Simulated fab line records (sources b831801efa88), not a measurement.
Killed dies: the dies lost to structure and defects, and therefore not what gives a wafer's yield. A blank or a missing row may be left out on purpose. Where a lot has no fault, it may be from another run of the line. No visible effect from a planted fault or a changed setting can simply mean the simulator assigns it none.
Which tool did it?	flow sky130	Sampling: 6 lots, 18 wafers, 3 of 708 route steps

## WHAT EACH GAUGE READ, for each wafer
SKY_LDD_P_CD_MEAS_07 targets a cd of 380 nm.
lot	measured	on	cd nm (nm)
L957	day 20 17:19	cd sem-01	376.7 378.2 379.6
L965	day 23 07:29	cd sem-02	376.3 376.4 377.9
L970	day 24 20:29	cd sem-02	382.4 380.5 383.6
L972	day 25 17:08	cd sem-02	380.8 378.6 379.1
L975	day 26 10:13	cd sem-02	402.9 402.1 402.9 403.0 402.0 402.9
L977	day 27 03:28	cd sem-02	399.2 399.2 400.7 399.4 399.0 400.3

## WHAT TOOL EACH LOT RAN ON (gives the tool, then ch and the chambers of the sampled wafers, and finally the start)
lot	SKY_FIELD_ISO_STRIP_16	SKY_LDD_P_DEVELOP_06
L957	plasma asher-01 ch 0,1, day 2 21:29	litho track-04 ch 0, day 20 17:10
L965	plasma asher-04 ch 0, day 4 14:43	litho track-02 ch 0, day 23 07:20
L970	plasma asher-04 ch 0,1, day 5 18:23	litho track-01 ch 0, day 24 20:20
L972	plasma asher-01 ch 1, day 6 02:05	litho track-01 ch 0, day 25 16:59
L975	plasma asher-02 ch 0,1, day 6 16:46	litho track-01 ch 0, day 26 10:04
L977	plasma asher-02 ch 0,1, day 7 04:10	litho track-01 ch 0, day 27 03:19
- SKY_FIELD_ISO_STRIP_16: strips in O2/N2.
- SKY_LDD_P_DEVELOP_06: develop time 60 s.

## THE ANSWER, worked out from the rows above alone
Rule: the usual values come from the lots themselves. Put in order of their means at a reading, lots are off if they are a third of the lots or fewer, leave a main group of 4 or more, and stand apart from it by a gap of 3 or more times the standard deviation of the main group's means; of several such gaps the widest counts. If all means in a main group match to the digits the tables above print for the reading, that group is not used. Also off: a lot with no number at a reading for which 4 or more lots have one. Where the step has rows for the other lots, those lots are counted as sound.
Off: L975, L977 (SKY_LDD_P_CD_MEAS_07, cd nm). Mean 379.2 nm and standard deviation 2 in the main group.
If a tool, at a process step before that reading, ran all the lots that are off and no sound lot after the first of them, it fits. Those tools and the gauges at SKY_LDD_P_CD_MEAS_07 are tried in the same way. Can't be told from this: 3 tools fit, plasma asher-02 at SKY_FIELD_ISO_STRIP_16, litho track-01 at SKY_LDD_P_DEVELOP_06, cd sem-02 at SKY_LDD_P_CD_MEAS_07.

## WHAT WAS PUT IN BY THE SIMULATOR
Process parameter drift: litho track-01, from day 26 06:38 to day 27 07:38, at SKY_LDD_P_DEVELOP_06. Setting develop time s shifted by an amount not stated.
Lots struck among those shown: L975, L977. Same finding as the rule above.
